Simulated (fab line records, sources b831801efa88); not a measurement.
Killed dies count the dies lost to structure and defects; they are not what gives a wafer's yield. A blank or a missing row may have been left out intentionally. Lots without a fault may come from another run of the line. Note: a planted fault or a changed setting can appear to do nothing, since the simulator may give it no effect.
fab line records	flow sky130
[record] lots = 14	wafers = 42	last-day = 50
route steps=708 shown LI_CONTACT@381 LOCAL_INTERCONNECT@399 CONTACT@407 PAD_OPEN@708
lots that met no fault: taken from a fault-free run of the same line
start-h: hours from the record's first day to the start of the lot's first wafer shown	wait-h: time in hours since the lot's previous step	" as in the row above	L1.1+2: several wafers, shown together as one row	- no value, or no start given	* or withheld: withheld	< > ~ a bound
route shown NAME@n: NAME is a module with steps in the file, n the number in the route of the first one	usual: mean and standard deviation over wafers with no fault	same: alike in all rows	chamber/n: place in a boat	sites: readings site by site	_std_site: how widely they spread, as a standard deviation	_edge_site: mean of outer sites minus mean of inner sites	radius-mm: how far each site lies from the wafer's centre	mask NAME#n: copy n	behind: tool/chamber where the wafer was last shaped	hold: what put the lot on hold/how long, in hours/how the hold closed	device: transistor that didn't switch, given as n, p or np	end of line: tests of these same wafers at the route's end	a step with no rows: only its recipe	killed: dies lost to structure and defects at the first sort, not the wafer's yield	map: dies across one wafer; x = killed, . = not, _ = none there
set.NAME: the setting the step ran with; set.NAME@STEP: the setting that earlier step ran with	model.NAME: the simulator's own value behind a step, which no gauge read
one table for each step of the route and one row for each wafer, over a sample of lots
services: when a tool's chamber went out of use (start-h, in hours from the record's first day, below 0 if earlier), for how many hours, and the reason
[[steps]]
[step SKY_LI_CONTACT_SPUTTER_19]
[recipe] material = Ti	target-thk-nm = 20	chamber-pressure-pa = 5	power-w = 2500	substrate-temp-c = 200	time-s = 106.37
[usual] throttle-valve-pct = 30.0/1.2
lot.wafer	tool	chamber	start-h	wait-h	throttle-valve-pct
L459.1	pvd-sputter-02	-	719.74	0.0	29.2
L459.3	"	-	"	"	29.2
L459.4	"	-	"	"	29.7
L457.1	pvd-sputter-02	-	724.48	0.0	29.5
L457.4	"	-	"	"	29.7
L457.5	"	-	"	"	29.4
L455.1	pvd-sputter-04	-	725.10	0.0	30.9
L455.3	"	-	"	"	28.7
L455.5	"	-	"	"	30.7
L461.3	pvd-sputter-02	-	737.24	0.0	29.3
L461.5	"	-	"	"	30.7
L461.6	"	-	"	"	31.2
L462.4	pvd-sputter-04	-	741.97	0.0	30.5
L462.5	"	-	"	"	31.8
L462.6	"	-	"	"	28.6
L464.3	pvd-sputter-03	-	762.60	0.0	32.2
L464.5	"	-	"	"	31.9
L464.6	"	-	"	"	29.3
L467.1	pvd-sputter-03	-	782.25	0.0	29.2
L467.3	"	-	"	"	28.0
L467.5	"	-	"	"	29.3
L471.1	pvd-sputter-02	-	812.34	0.0	31.3
L471.2	"	-	"	"	29.5
L471.6	"	-	"	"	29.4
L472.1	pvd-sputter-02	-	816.99	0.0	31.2
L472.3	"	-	"	"	29.3
L472.4	"	-	"	"	29.7
L473.1	pvd-sputter-02	-	825.43	0.0	29.7
L473.4	"	-	"	"	30.7
L473.6	"	-	"	"	29.4
L475.2	pvd-sputter-04	-	844.28	0.0	28.3
L475.3	"	-	"	"	32.1
L475.4	"	-	"	"	30.7
L476.4	pvd-sputter-03	-	849.75	0.0	28.7
L476.5	"	-	"	"	31.9
L476.6	"	-	"	"	28.1
L477.1	pvd-sputter-03	-	851.49	0.0	28.3
L477.3	"	-	"	"	29.2
L477.4	"	-	"	"	29.9
L478.2	pvd-sputter-03	-	860.58	0.0	29.3
L478.3	"	-	"	"	28.6
L478.6	"	-	"	"	32.0
[step SKY_LOCAL_INTERCONNECT_OVL_MEAS_12]
[usual] LOCAL_INTERCONNECT_OVL = -3/5.5
lot.wafer	tool	chamber	start-h	wait-h	LOCAL_INTERCONNECT_OVL[nm]
L459.1	overlay-01	-	748.19	0.1	-4
L459.3	"	-	"	"	2
L459.4	"	-	"	"	-10
L457.1	overlay-01	-	753.11	0.1	-1
L457.4	"	-	"	"	-9
L457.5	"	-	"	"	-12
L455.1	overlay-01	-	753.37	0.1	-14
L455.3	"	-	"	"	-6
L455.5	"	-	"	"	-13
L461.3	overlay-02	-	764.82	0.1	-5
L461.5	"	-	"	"	-5
L461.6	"	-	"	"	-1
L462.4	overlay-02	-	769.64	0.1	-10
L462.5	"	-	"	"	-11
L462.6	"	-	"	"	-11
L464.3	overlay-02	-	789.93	0.1	-12
L464.5	"	-	"	"	-3
L464.6	"	-	"	"	0
L467.1	overlay-01	-	810.03	0.1	0
L467.3	"	-	"	"	6
L467.5	"	-	"	"	5
L471.1	overlay-02	-	839.26	0.1	-9
L471.2	"	-	"	"	-2
L471.6	"	-	"	"	2
L472.1	overlay-01	-	843.94	0.1	-9
L472.3	"	-	"	"	-13
L472.4	"	-	"	"	-8
L473.1	overlay-01	-	851.69	0.1	-7
L473.4	"	-	"	"	-5
L473.6	"	-	"	"	-3
L475.2	overlay-02	-	871.77	0.1	-5
L475.3	"	-	"	"	0
L475.4	"	-	"	"	-3
L476.4	overlay-02	-	876.74	0.1	-7
L476.5	"	-	"	"	2
L476.6	"	-	"	"	-1
L477.1	overlay-01	-	878.68	0.1	-6
L477.3	"	-	"	"	-3
L477.4	"	-	"	"	-12
L478.2	overlay-01	-	887.53	0.1	3
L478.3	"	-	"	"	1
L478.6	"	-	"	"	-5
[step SKY_LOCAL_INTERCONNECT_STRIP_15]
[recipe] chemistry = O2/N2	power-w = 1400	pressure-mtorr = 1500	platen-temp-c = withheld	o2-flow-sccm = 3000	n2-flow-sccm = 300	overash-fraction = 0.5305
[usual] chamber-pressure-mTorr = 1500.0/1.4	drypump-motor-current-A = 5.9/0.48	n2-flow-sccm = 299.8/1.2	oes-product-au = 0.427/0.0043	strip-time-to-endpoint-s = 4.727/0.02
lot.wafer	tool	chamber	start-h	wait-h	chamber-pressure-mTorr	drypump-motor-current-A	n2-flow-sccm	oes-product-au	rf-hours-counter-h	strip-time-to-endpoint-s
L459.1	plasma-asher-03	0	748.34	0.0	1499.3	5.5	297.9	0.430	92	4.739
L459.3	"	1	"	"	1498.5	5.6	299.4	0.441	-	4.756
L459.4	"	0	"	"	1502.6	5.5	299.7	0.423	-	4.736
L457.1	plasma-asher-01	0	753.30	0.0	1498.5	5.7	299.6	0.436	30	4.726
L457.4	"	0	"	"	1501.7	5.7	300.0	0.428	-	4.720
L457.5	"	1	"	"	1498.1	6.3	298.5	0.431	-	4.737
L455.1	plasma-asher-04	0	753.52	0.0	1502.2	6.3	299.5	0.426	1	4.769
L455.3	"	1	"	"	1498.9	6.8	300.1	0.435	-	4.751
L455.5	"	1	"	"	1501.1	6.8	299.4	0.422	-	4.773
L461.3	plasma-asher-04	1	765.03	0.1	1498.9	6.8	301.2	0.424	-	4.713
L461.5	"	1	"	"	1501.7	6.8	301.1	0.422	-	4.708
L461.6	"	0	"	"	1500.2	6.3	300.5	0.419	-	4.697
L462.4	plasma-asher-01	1	769.81	0.1	1500.4	6.3	299.3	0.428	-	4.737
L462.5	"	1	"	"	1500.2	6.3	300.5	0.424	-	4.733
L462.6	"	0	"	"	1501.1	5.7	300.0	0.434	-	4.751
L464.3	plasma-asher-04	1	790.11	0.1	1500.4	6.8	299.8	0.432	-	4.719
L464.5	"	1	"	"	1500.1	6.8	299.1	0.426	-	4.708
L464.6	"	0	"	"	1497.1	6.3	299.9	0.426	-	4.751
L467.1	plasma-asher-04	1	810.18	0.0	1498.2	6.8	301.6	0.429	7	4.721
L467.3	"	0	"	"	1501.6	6.3	301.0	0.424	-	4.711
L467.5	"	0	"	"	1501.2	6.3	300.5	0.429	-	4.730
L471.1	plasma-asher-03	1	839.41	0.0	-	-	-	-	-	-
L471.2	"	0	"	"	-	-	-	-	-	-
L471.6	"	1	"	"	-	-	-	-	-	-
L472.1	plasma-asher-03	1	844.09	0.0	-	-	-	-	-	-
L472.3	"	0	"	"	-	-	-	-	-	-
L472.4	"	1	"	"	-	-	-	-	-	-
L473.1	plasma-asher-04	1	851.84	0.0	-	-	-	-	-	-
L473.4	"	1	"	"	-	-	-	-	-	-
L473.6	"	1	"	"	-	-	-	-	-	-
L475.2	plasma-asher-03	0	872.03	0.1	1499.3	5.5	301.2	0.422	104	4.723
L475.3	"	1	"	"	1499.7	5.5	300.8	0.434	-	4.714
L475.4	"	0	"	"	1502.1	5.4	299.4	0.429	-	4.737
L476.4	plasma-asher-04	0	876.91	0.1	1500.9	6.3	301.0	0.421	-	4.723
L476.5	"	0	"	"	1504.0	6.3	302.1	0.416	-	4.716
L476.6	"	1	"	"	1499.5	6.8	299.5	0.428	-	4.707
L477.1	plasma-asher-01	0	878.83	0.0	1498.9	5.7	301.1	0.425	43	4.735
L477.3	"	0	"	"	1503.5	5.7	298.7	0.429	-	4.735
L477.4	"	1	"	"	1501.5	6.3	299.5	0.421	-	4.699
L478.2	plasma-asher-03	1	887.67	0.0	1501.7	5.6	300.8	0.423	106	4.735
L478.3	"	1	"	"	1499.7	5.6	300.9	0.427	-	4.744
L478.6	"	1	"	"	1501.0	5.6	300.5	0.431	-	4.738
[step SKY_CONTACT_THK_MEAS_01]
[recipe] reads = Si3N4_of_CONTACT_CVD_00
[usual] CONTACT_CVD_00_THK = 75.2/1
lot.wafer	tool	chamber	start-h	wait-h	CONTACT_CVD_00_THK[nm]
L459.1	film-metro-03	-	749.02	-	74.5
L459.3	"	-	"	"	74.3
L459.4	"	-	"	"	76.0
L457.1	film-metro-04	-	753.92	-	75.4
L457.4	"	-	"	"	76.8
L457.5	"	-	"	"	74.8
L455.1	film-metro-03	-	754.15	-	73.3
L455.3	"	-	"	"	72.2
L455.5	"	-	"	"	74.1
L461.3	film-metro-03	-	765.67	-	75.2
L461.5	"	-	"	"	75.9
L461.6	"	-	"	"	74.3
L462.4	film-metro-03	-	770.47	-	76.9
L462.5	"	-	"	"	75.8
L462.6	"	-	"	"	75.8
L464.3	film-metro-03	-	790.77	-	75.3
L464.5	"	-	"	"	75.2
L464.6	"	-	"	"	75.8
L467.1	film-metro-04	-	810.81	-	75.5
L467.3	"	-	"	"	75.3
L467.5	"	-	"	"	76.4
L475.2	film-metro-03	-	872.66	-	75.8
L475.3	"	-	"	"	75.2
L475.4	"	-	"	"	76.4
L476.4	film-metro-03	-	877.57	-	76.3
L476.5	"	-	"	"	75.9
L476.6	"	-	"	"	75.5
L477.1	film-metro-03	-	879.50	-	74.7
L477.3	"	-	"	"	73.9
L477.4	"	-	"	"	76.1
L478.2	film-metro-03	-	888.37	-	75.7
L478.3	"	-	"	"	74.2
L478.6	"	-	"	"	76.6
[step SKY_PAD_OPEN_PROBE_99]
[usual] killed_at_M0_to_M3 = 44/6.7	killed_at_M4_up = 3.1/1.8	killed-at-contacts = 24/5.1	killed-at-front-end = 16/4.7	killed-at-other = 0.3/0.59	killed-dies = 88/9.6	killed-on-rim = 17/3.8	killed-open = 48/7.3	killed-short = 39/6.5
[same] gross-dies = 492	killed-at-back-side = 0
lot.wafer	tool	chamber	start-h	wait-h	killed_at_M0_to_M3	killed_at_M4_up	killed-at-contacts	killed-at-front-end	killed-at-other	killed-dies	killed-on-rim	killed-open	killed-short
L461.3	prober-02	-	1117.25	0.2	41	6	18	9	0	74	16	50	24
L461.5	prober-02	-	1117.35	0.2	36	5	26	18	0	85	14	46	39
L461.6	prober-02	-	1117.40	0.2	38	4	19	18	0	79	19	39	38
L462.4	prober-02	-	1129.07	0.2	38	1	23	17	1	80	14	47	33
L462.5	prober-02	-	1129.12	0.2	54	5	18	15	0	92	17	55	37
L462.6	prober-02	-	1129.17	0.2	49	1	26	10	0	86	16	46	40
L464.3	prober-02	-	1139.95	0.2	49	4	24	16	0	93	16	53	39
L464.5	prober-02	-	1140.05	0.2	53	2	31	10	0	96	12	56	40
L464.6	prober-02	-	1140.10	0.2	52	4	27	13	0	96	15	51	44
L471.1	prober-01	-	1176.23	0.1	55	3	420	14	0	492	96	52	48
L471.2	prober-01	-	1176.28	0.1	49	3	422	17	1	492	96	53	44
L471.6	prober-01	-	1176.48	0.2	59	0	417	16	0	492	96	59	42
L472.1	prober-02	-	1177.81	0.1	56	1	421	14	0	492	96	57	40
L472.3	prober-02	-	1177.91	0.2	26	2	448	16	0	492	96	34	36
L472.4	prober-02	-	1177.96	0.2	48	3	423	18	0	492	96	52	36
L475.2	prober-01	-	1194.10	0.1	47	4	15	14	2	82	22	50	32
L475.3	prober-01	-	1194.15	0.2	37	7	21	14	0	79	17	42	37
L475.4	prober-01	-	1194.20	0.2	51	1	22	18	0	92	19	44	48
L476.4	prober-02	-	1197.57	0.2	45	7	20	22	0	94	19	53	41
L476.5	prober-02	-	1197.62	0.2	41	4	27	12	0	84	14	46	38
L476.6	prober-02	-	1197.67	0.2	37	1	22	14	0	74	15	32	42
L477.1	prober-01	-	1198.51	0.1	45	2	18	18	0	83	21	53	29
L477.3	prober-01	-	1198.61	0.2	38	2	21	20	0	81	21	36	45
L477.4	prober-01	-	1198.66	0.2	40	2	18	11	0	71	8	37	33
L478.2	prober-02	-	1205.02	0.1	42	4	30	19	1	96	19	60	36
L478.3	prober-02	-	1205.07	0.2	42	2	30	14	0	88	18	49	39
L478.6	prober-02	-	1205.22	0.2	47	3	24	15	0	89	23	51	38
// killed by level:class
L461.3 VIA1:geometric-particle:open=12 LI_CONTACT:geometric-particle:open=9 VIA3:geometric-particle:open=9 VIA2:geometric-particle:open=7 LI_CONTACT:geometric-particle:short=5 VIA3:geometric-particle:short=5 FIELD_ISO:geometric-particle:open=4 VIA1:geometric-particle:short=4
L461.5 CONTACT:geometric-particle:open=10 METAL2:geometric-particle:short=8 LI_CONTACT:geometric-particle:open=7 FIELD_ISO:geometric-particle:open=6 LOCAL_INTERCONNECT:geometric-particle:short=6 VIA2:geometric-particle:open=6 FIELD_ISO:geometric-particle:short=5 VIA2:geometric-particle:short=5
L461.6 CONTACT:geometric-particle:open=9 VIA3:geometric-particle:open=6 FIELD_ISO:geometric-particle:short=5 CONTACT:geometric-particle:short=5 VIA1:geometric-particle:open=5 METAL2:geometric-particle:short=5 FIELD_ISO:geometric-particle:open=4 POLY_GATE:geometric-particle:open=4
L462.4 CONTACT:geometric-particle:open=9 VIA1:geometric-particle:open=9 FIELD_ISO:geometric-particle:open=6 CONTACT:geometric-particle:short=6 VIA2:geometric-particle:open=6 VIA3:geometric-particle:open=5 POLY_GATE:geometric-particle:open=4 LI_CONTACT:geometric-particle:open=4
L462.5 VIA1:geometric-particle:open=14 VIA3:geometric-particle:open=10 LI_CONTACT:geometric-particle:open=9 POLY_GATE:geometric-particle:open=5 VIA2:geometric-particle:short=5 FIELD_ISO:geometric-particle:short=4 VIA1:geometric-particle:short=4 POLY_GATE:geometric-particle:short=4
L462.6 VIA1:geometric-particle:open=10 LI_CONTACT:geometric-particle:open=8 VIA2:geometric-particle:open=8 FIELD_ISO:geometric-particle:short=7 VIA3:geometric-particle:open=7 CONTACT:geometric-particle:open=7 VIA1:geometric-particle:short=5 VIA3:geometric-particle:short=5
L464.3 VIA1:geometric-particle:open=13 CONTACT:geometric-particle:open=10 VIA1:geometric-particle:short=9 VIA2:geometric-particle:open=9 VIA3:geometric-particle:open=6 LOCAL_INTERCONNECT:geometric-particle:short=5 FIELD_ISO:geometric-particle:short=4 FIELD_ISO:geometric-particle:open=4
L464.5 VIA1:geometric-particle:open=11 VIA2:geometric-particle:open=10 LI_CONTACT:geometric-particle:open=10 CONTACT:geometric-particle:open=10 METAL1:geometric-particle:short=10 METAL2:geometric-particle:short=5 VIA3:geometric-particle:short=5 VIA3:geometric-particle:open=5
L464.6 VIA1:geometric-particle:open=17 LI_CONTACT:geometric-particle:open=8 VIA2:geometric-particle:open=8 METAL1:geometric-particle:short=7 LI_CONTACT:geometric-particle:short=6 VIA2:geometric-particle:short=5 CONTACT:geometric-particle:open=5 METAL2:geometric-particle:short=5
L471.1 CONTACT:area-cvd=391 VIA1:geometric-particle:open=14 CONTACT:geometric-particle:open=13 VIA3:geometric-particle:open=9 METAL1:geometric-particle:short=9 METAL2:geometric-particle:short=8 LI_CONTACT:geometric-particle:open=5 VIA1:geometric-particle:short=5
L471.2 CONTACT:area-cvd=395 VIA1:geometric-particle:open=12 CONTACT:geometric-particle:open=11 METAL1:geometric-particle:short=8 FIELD_ISO:geometric-particle:open=7 VIA2:geometric-particle:open=7 METAL2:geometric-particle:short=7 LI_CONTACT:geometric-particle:open=6
L471.6 CONTACT:area-cvd=391 VIA1:geometric-particle:open=21 CONTACT:geometric-particle:open=9 POLY_GATE:geometric-particle:open=7 CONTACT:geometric-particle:short=6 POLY_GATE:geometric-particle:short=5 LI_CONTACT:geometric-particle:open=5 VIA2:geometric-particle:open=5
L472.1 CONTACT:area-cvd=395 LI_CONTACT:geometric-particle:open=11 VIA3:geometric-particle:open=11 VIA2:geometric-particle:open=11 METAL1:geometric-particle:short=10 CONTACT:geometric-particle:open=9 VIA1:geometric-particle:open=6 FIELD_ISO:geometric-particle:short=5
L472.3 CONTACT:area-cvd=422 CONTACT:geometric-particle:open=12 METAL2:geometric-particle:short=6 POLY_GATE:geometric-particle:short=5 METAL1:geometric-particle:short=5 CONTACT:geometric-particle:short=5 VIA1:geometric-particle:open=5 LI_CONTACT:geometric-particle:open=4
L472.4 CONTACT:area-cvd=403 VIA1:geometric-particle:open=15 CONTACT:geometric-particle:open=10 VIA2:geometric-particle:open=7 VIA3:geometric-particle:open=6 VIA1:geometric-particle:short=6 FIELD_ISO:geometric-particle:short=5 POLY_GATE:geometric-particle:open=5
L475.2 VIA1:geometric-particle:open=10 VIA3:geometric-particle:open=8 VIA2:geometric-particle:open=7 FIELD_ISO:geometric-particle:open=5 CONTACT:geometric-particle:open=5 LI_CONTACT:geometric-particle:open=4 METAL1:geometric-particle:open=4 METAL2:geometric-particle:short=4
L475.3 VIA1:geometric-particle:open=8 CONTACT:geometric-particle:open=7 VIA2:geometric-particle:open=7 LI_CONTACT:geometric-particle:open=6 METAL1:geometric-particle:short=5 FIELD_ISO:geometric-particle:short=4 POLY_GATE:geometric-particle:open=4 VIA2:geometric-particle:short=4
L475.4 VIA2:geometric-particle:open=9 METAL1:geometric-particle:short=9 VIA1:geometric-particle:short=8 FIELD_ISO:geometric-particle:open=6 VIA3:geometric-particle:open=6 LI_CONTACT:geometric-particle:short=5 LI_CONTACT:geometric-particle:open=5 CONTACT:geometric-particle:open=5
L476.4 VIA1:geometric-particle:open=16 VIA2:geometric-particle:open=8 CONTACT:geometric-particle:short=6 CONTACT:geometric-particle:open=6 POLY_GATE:geometric-particle:short=5 VIA3:geometric-particle:open=5 METAL4:geometric-particle:short=5 FIELD_ISO:geometric-particle:short=4
L476.5 VIA1:geometric-particle:open=9 LOCAL_INTERCONNECT:geometric-particle:short=8 METAL2:geometric-particle:short=7 POLY_GATE:geometric-particle:open=6 CONTACT:geometric-particle:open=6 VIA2:geometric-particle:open=6 LI_CONTACT:geometric-particle:open=5 LI_CONTACT:geometric-particle:short=4
L476.6 METAL1:geometric-particle:short=8 CONTACT:geometric-particle:open=6 FIELD_ISO:geometric-particle:short=5 VIA1:geometric-particle:short=5 LI_CONTACT:geometric-particle:open=5 VIA1:geometric-particle:open=5 VIA3:geometric-particle:open=5 POLY_GATE:geometric-particle:open=4
L477.1 VIA1:geometric-particle:open=11 VIA2:geometric-particle:open=9 FIELD_ISO:geometric-particle:open=8 CONTACT:geometric-particle:open=6 METAL2:geometric-particle:short=5 POLY_GATE:geometric-particle:short=4 LI_CONTACT:geometric-particle:short=4 LI_CONTACT:geometric-particle:open=4
L477.3 POLY_GATE:geometric-particle:short=7 VIA3:geometric-particle:open=7 VIA1:geometric-particle:open=6 CONTACT:geometric-particle:open=6 METAL3:geometric-particle:short=6 LI_CONTACT:geometric-particle:open=5 METAL1:geometric-particle:short=5 FIELD_ISO:geometric-particle:short=4
L477.4 VIA1:geometric-particle:open=9 VIA3:geometric-particle:open=7 METAL2:geometric-particle:short=5 LI_CONTACT:geometric-particle:open=5 METAL1:geometric-particle:short=5 CONTACT:geometric-particle:open=4 LOCAL_INTERCONNECT:geometric-particle:short=4 FIELD_ISO:geometric-particle:open=3
L478.2 VIA1:geometric-particle:open=16 CONTACT:geometric-particle:open=14 LI_CONTACT:geometric-particle:open=10 POLY_GATE:geometric-particle:short=6 POLY_GATE:geometric-particle:open=5 METAL2:geometric-particle:short=5 VIA2:geometric-particle:open=5 VIA3:geometric-particle:open=4
L478.3 CONTACT:geometric-particle:open=11 CONTACT:geometric-particle:short=7 VIA1:geometric-particle:open=7 VIA3:geometric-particle:open=7 METAL2:geometric-particle:short=6 POLY_GATE:geometric-particle:open=5 VIA2:geometric-particle:open=5 LI_CONTACT:geometric-particle:open=4
L478.6 VIA2:geometric-particle:open=12 CONTACT:geometric-particle:open=8 VIA1:geometric-particle:open=8 VIA3:geometric-particle:open=7 METAL1:geometric-particle:short=7 POLY_GATE:geometric-particle:short=6 LI_CONTACT:geometric-particle:open=6 CONTACT:geometric-particle:short=5
[[services]]
tool	chamber	start-h	hours	kind
pvd-sputter-02	2	707.06	-	consumable-replace:kit
pvd-sputter-02	2	707.06	18.0	scheduled-down
pvd-sputter-02	2	707.06	18.0	vent-cycle
plasma-asher-03	-	710.60	2.8	repair
plasma-asher-04	-	733.75	9.0	pm
plasma-asher-04	0	733.75	9.0	vent-cycle
plasma-asher-04	1	733.75	9.0	vent-cycle
plasma-asher-01	-	734.53	14.6	pm
pvd-sputter-02	-	735.36	1.2	repair
pvd-sputter-04	0	738.48	-	consumable-replace:kit
pvd-sputter-04	0	738.48	18.0	scheduled-down
pvd-sputter-04	0	738.48	18.0	vent-cycle
plasma-asher-04	0	742.75	-	clean
plasma-asher-04	1	742.75	-	clean
pvd-sputter-02	-	783.15	2.0	repair
pvd-sputter-03	-	792.72	2.6	repair
pvd-sputter-04	-	794.81	6.3	repair
pvd-sputter-04	-	799.01	3.4	repair
pvd-sputter-04	-	862.47	0.6	repair
pvd-sputter-03	-	883.22	1.0	repair
[[key]]
[first-sign] step = SKY_LOCAL_INTERCONNECT_STRIP_15	reading = tool-record	direction = missing
[effect] step = SKY_PAD_OPEN_PROBE_99	reading = killed-at-contacts	direction = up	sigmas = 79	usual = 24	struck = 425
[more-kills-born-at] SKY_CONTACT_CVD_00@pecvd-02 = 2397
met-at SKY_LOCAL_INTERCONNECT_STRIP_15
struck-lots L471,L472,L473
later-rows-left-out L471.1,L471.2,L471.6,L472.1,L472.3,L472.4,L473.1,L473.4,L473.6
sort-left-out L473.1,L473.4,L473.6
tester-left-out L471,L472,L473
not-acting-at SKY_LI_CONTACT_SPUTTER_19,SKY_LOCAL_INTERCONNECT_OVL_MEAS_12,SKY_CONTACT_THK_MEAS_01
onset-between 810.18 839.41
[fault] kind = skipped-step-whole	tool = plasma-asher-03,plasma-asher-04	chamber = -	onset-h = 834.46	steps = SKY_LOCAL_INTERCONNECT_STRIP_15	scope = struck-lots-only
// tester-left-out: of these lots the tester's yield and bins aren't shown, on N5 and GAA mostly nor the transistor test; their killed dies are dies lost to structure and defects alone, not to doping, threshold or leakage, so they don't give the yield
// sort-left-out: the simulated sort isn't trusted on such a fault, so these wafers' sort isn't shown, and their yield isn't known
// later-rows-left-out: the simulator's readings of these wafers behind a module that went badly wrong aren't trusted and aren't shown, but for the sort
